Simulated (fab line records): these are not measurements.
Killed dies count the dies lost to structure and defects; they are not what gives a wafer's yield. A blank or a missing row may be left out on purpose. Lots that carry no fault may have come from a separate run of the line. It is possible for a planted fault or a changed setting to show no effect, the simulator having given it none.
Which tool did it? || flow gf180mcu || Sampling: 14 lots, 42 wafers, 3 of 602 route steps

== WHAT EACH GAUGE READ, for each wafer ==
GF_M4_THK_MEAS_06: measures by xrf. Usual: M4_ALCU_THK typically reads 453 nm, with standard deviation 4.6.
{"lot": "L865", "measured": "day 24 04:17", "on": "filmMetro-02", "M4_ALCU_THK (nm)": "451 455 450", "flag": ""}
{"lot": "L866", "measured": "day 24 11:24", "on": "filmMetro-01", "M4_ALCU_THK (nm)": "450 459 456", "flag": ""}
{"lot": "L867", "measured": "day 24 18:05", "on": "filmMetro-01", "M4_ALCU_THK (nm)": "461 458 452", "flag": ""}
{"lot": "L868", "measured": "day 25 07:27", "on": "filmMetro-01", "M4_ALCU_THK (nm)": "452 463 457", "flag": ""}
{"lot": "L870", "measured": "day 25 19:37", "on": "filmMetro-02", "M4_ALCU_THK (nm)": "455 450 455", "flag": ""}
{"lot": "L871", "measured": "day 26 05:58", "on": "filmMetro-01", "M4_ALCU_THK (nm)": "451 446 453", "flag": ""}
{"lot": "L874", "measured": "day 27 04:53", "on": "filmMetro-02", "M4_ALCU_THK (nm)": "447 452 444", "flag": ""}
{"lot": "L876", "measured": "day 27 16:58", "on": "filmMetro-01", "M4_ALCU_THK (nm)": "452 453 456", "flag": ""}
{"lot": "L877", "measured": "day 28 00:23", "on": "filmMetro-01", "M4_ALCU_THK (nm)": "454 456 454", "flag": ""}
{"lot": "L878", "measured": "day 28 08:52", "on": "filmMetro-01", "M4_ALCU_THK (nm)": "457 449 453", "flag": ""}
{"lot": "L883", "measured": "day 29 14:05", "on": "filmMetro-01", "M4_ALCU_THK (nm)": "446 452 446", "flag": ""}
{"lot": "L884", "measured": "day 29 20:11", "on": "filmMetro-01", "M4_ALCU_THK (nm)": "456 455 463", "flag": ""}
{"lot": "L885", "measured": "day 30 03:34", "on": "filmMetro-04", "M4_ALCU_THK (nm)": "455 449 456", "flag": ""}
{"lot": "L886", "measured": "day 30 10:00", "on": "filmMetro-04", "M4_ALCU_THK (nm)": "451 452 453", "flag": ""}

== EACH LOT AND THE TOOL THAT RAN IT (in order: tool; ch and the chambers of the sampled wafers; start) ==
{"lot": "L865", "GF_V3_SPUTTER_22": "pvdSputter-03, day 24 03:19", "GF_V3_CMP_26": "cmp-01 ch 0,1,3, day 24 03:42"}
{"lot": "L866", "GF_V3_SPUTTER_22": "pvdSputter-03, day 24 10:18", "GF_V3_CMP_26": "cmp-01 ch 0,2,3, day 24 10:45"}
{"lot": "L867", "GF_V3_SPUTTER_22": "pvdSputter-03, day 24 16:59", "GF_V3_CMP_26": "cmp-01 ch 1,2,3, day 24 17:29"}
{"lot": "L868", "GF_V3_SPUTTER_22": "pvdSputter-03, day 25 06:29", "GF_V3_CMP_26": "cmp-02 ch 0,2,3, day 25 06:52"}
{"lot": "L870", "GF_V3_SPUTTER_22": "pvdSputter-03, day 25 18:38", "GF_V3_CMP_26": "cmp-02 ch 1,2,3, day 25 18:58"}
{"lot": "L871", "GF_V3_SPUTTER_22": "pvdSputter-03, day 26 04:59", "GF_V3_CMP_26": "cmp-02 ch 0,1,3, day 26 05:19"}
{"lot": "L874", "GF_V3_SPUTTER_22": "pvdSputter-03, day 27 03:55", "GF_V3_CMP_26": "cmp-02 ch 0,1,2, day 27 04:15"}
{"lot": "L876", "GF_V3_SPUTTER_22": "pvdSputter-02, day 27 15:59", "GF_V3_CMP_26": "cmp-01 ch 1,2,3, day 27 16:23"}
{"lot": "L877", "GF_V3_SPUTTER_22": "pvdSputter-03, day 27 23:20", "GF_V3_CMP_26": "cmp-01 ch 1,2,3, day 27 23:46"}
{"lot": "L878", "GF_V3_SPUTTER_22": "pvdSputter-03, day 28 07:53", "GF_V3_CMP_26": "cmp-01 ch 0,2,3, day 28 08:13"}
{"lot": "L883", "GF_V3_SPUTTER_22": "pvdSputter-03, day 29 13:07", "GF_V3_CMP_26": "cmp-01 ch 0,1,2, day 29 13:35"}
{"lot": "L884", "GF_V3_SPUTTER_22": "pvdSputter-04, day 29 19:13", "GF_V3_CMP_26": "cmp-01 ch 0,1,3, day 29 19:33"}
{"lot": "L885", "GF_V3_SPUTTER_22": "pvdSputter-02, day 30 02:35", "GF_V3_CMP_26": "cmp-02 ch 1,2,3, day 30 03:02"}
{"lot": "L886", "GF_V3_SPUTTER_22": "pvdSputter-02, day 30 09:02", "GF_V3_CMP_26": "cmp-02 ch 0,2,3, day 30 09:22"}
- GF_V3_SPUTTER_22: material TiN, target thk 10 nm, time 40 s.
- GF_V3_CMP_26: polishes, stops on SiO2, t overpolish 15 s, target thk 0 nm.

== WHAT THE TOOLS THEMSELVES READ (means of the sampled wafers that have a number; where no wafer has one, the mark that the record gives instead) ==
GF_V3_SPUTTER_22. Usual: chamberPressurePa 5.000 Pa, standard deviation 0.011; throttleValvePct 30.0 %, standard deviation 0.85.
{"lot": "L865", "tool": "pvdSputter-03", "chamberPressurePa (Pa)": 5.001, "throttleValvePct (%)": 30.0, "flag": ""}
{"lot": "L866", "tool": "pvdSputter-03", "chamberPressurePa (Pa)": 5.003, "throttleValvePct (%)": 30.1, "flag": ""}
{"lot": "L867", "tool": "pvdSputter-03", "chamberPressurePa (Pa)": 4.996, "throttleValvePct (%)": 30.4, "flag": ""}
{"lot": "L868", "tool": "pvdSputter-03", "chamberPressurePa (Pa)": 5.006, "throttleValvePct (%)": 29.5, "flag": ""}
{"lot": "L870", "tool": "pvdSputter-03", "chamberPressurePa (Pa)": 5.000, "throttleValvePct (%)": 30.8, "flag": ""}
{"lot": "L871", "tool": "pvdSputter-03", "chamberPressurePa (Pa)": 5.005, "throttleValvePct (%)": 30.8, "flag": ""}
{"lot": "L874", "tool": "pvdSputter-03", "chamberPressurePa (Pa)": 5.004, "throttleValvePct (%)": 31.2, "flag": ""}
{"lot": "L876", "tool": "pvdSputter-02", "chamberPressurePa (Pa)": 5.018, "throttleValvePct (%)": 29.0, "flag": ""}
{"lot": "L877", "tool": "pvdSputter-03", "chamberPressurePa (Pa)": 4.997, "throttleValvePct (%)": 30.0, "flag": ""}
{"lot": "L878", "tool": "pvdSputter-03", "chamberPressurePa (Pa)": 5.004, "throttleValvePct (%)": 30.0, "flag": ""}
{"lot": "L883", "tool": "pvdSputter-03", "chamberPressurePa (Pa)": 4.999, "throttleValvePct (%)": 30.3, "flag": ""}
{"lot": "L884", "tool": "pvdSputter-04", "chamberPressurePa (Pa)": 5.000, "throttleValvePct (%)": 29.4, "flag": ""}
{"lot": "L885", "tool": "pvdSputter-02", "chamberPressurePa (Pa)": 5.000, "throttleValvePct (%)": 29.8, "flag": ""}
{"lot": "L886", "tool": "pvdSputter-02", "chamberPressurePa (Pa)": 4.993, "throttleValvePct (%)": 29.6, "flag": ""}

GF_V3_CMP_26. Usual: motorCurrentA 11.5 A, standard deviation 0.97; overpolishRunS 15.001 s, standard deviation 0.0098; slurryFlowMlMin 150.0, standard deviation 0.48; timeToEndpointS 83 s, standard deviation 3.5.
{"lot": "L865", "tool": "cmp-01", "motorCurrentA (A)": 12.3, "overpolishRunS (s)": 15.005, "slurryFlowMlMin": 149.9, "timeToEndpointS (s)": 86, "flag": ""}
{"lot": "L866", "tool": "cmp-01", "motorCurrentA (A)": 11.3, "overpolishRunS (s)": 14.993, "slurryFlowMlMin": 149.9, "timeToEndpointS (s)": 83, "flag": ""}
{"lot": "L867", "tool": "cmp-01", "motorCurrentA (A)": 11.7, "overpolishRunS (s)": 15.000, "slurryFlowMlMin": 149.7, "timeToEndpointS (s)": 84, "flag": ""}
{"lot": "L868", "tool": "cmp-02", "motorCurrentA (A)": 11.0, "overpolishRunS (s)": 15.005, "slurryFlowMlMin": 150.2, "timeToEndpointS (s)": 80, "flag": ""}
{"lot": "L870", "tool": "cmp-02", "motorCurrentA (A)": 11.5, "overpolishRunS (s)": 15.004, "slurryFlowMlMin": 150.2, "timeToEndpointS (s)": 83, "flag": ""}
{"lot": "L871", "tool": "cmp-02", "motorCurrentA (A)": 11.6, "overpolishRunS (s)": 15.003, "slurryFlowMlMin": 149.9, "timeToEndpointS (s)": 83, "flag": ""}
{"lot": "L874", "tool": "cmp-02", "motorCurrentA (A)": 11.7, "overpolishRunS (s)": 14.996, "slurryFlowMlMin": 150.2, "timeToEndpointS (s)": 82, "flag": ""}
{"lot": "L876", "tool": "cmp-01", "motorCurrentA (A)": 11.9, "overpolishRunS (s)": 15.000, "slurryFlowMlMin": 150.2, "timeToEndpointS (s)": 86, "flag": ""}
{"lot": "L877", "tool": "cmp-01", "motorCurrentA (A)": 11.4, "overpolishRunS (s)": 15.011, "slurryFlowMlMin": 149.5, "timeToEndpointS (s)": 87, "flag": ""}
{"lot": "L878", "tool": "cmp-01", "motorCurrentA (A)": 11.7, "overpolishRunS (s)": 15.002, "slurryFlowMlMin": 150.0, "timeToEndpointS (s)": 84, "flag": ""}
{"lot": "L883", "tool": "cmp-01", "motorCurrentA (A)": 11.2, "overpolishRunS (s)": 15.001, "slurryFlowMlMin": 149.9, "timeToEndpointS (s)": 87, "flag": ""}
{"lot": "L884", "tool": "cmp-01", "motorCurrentA (A)": 12.3, "overpolishRunS (s)": 14.999, "slurryFlowMlMin": 150.5, "timeToEndpointS (s)": 86, "flag": ""}
{"lot": "L885", "tool": "cmp-02", "motorCurrentA (A)": 11.2, "overpolishRunS (s)": 14.998, "slurryFlowMlMin": 149.9, "timeToEndpointS (s)": 81, "flag": ""}
{"lot": "L886", "tool": "cmp-02", "motorCurrentA (A)": 11.0, "overpolishRunS (s)": 15.004, "slurryFlowMlMin": 150.1, "timeToEndpointS (s)": 84, "flag": ""}

== THE ANSWER, worked out from the rows above alone ==
Rule: a lot is off if the mean of its wafers that have a number lies more than 3 standard deviations from the usual mean. A lot without any number at a reading at which 4 lots or more have one is off too. The other lots that the step has rows for count as sound. Order of review: gauges by route order, followed by the tools' own readings, for which a lot's mean as printed above is used. At the first step where some lot is off, the reading lying furthest off is the one used; lots without a number count as furthest.
Across all readings shown, no lot is off: no conclusion can be drawn from this.

== WHAT THE SIMULATOR HAD PUT IN ==
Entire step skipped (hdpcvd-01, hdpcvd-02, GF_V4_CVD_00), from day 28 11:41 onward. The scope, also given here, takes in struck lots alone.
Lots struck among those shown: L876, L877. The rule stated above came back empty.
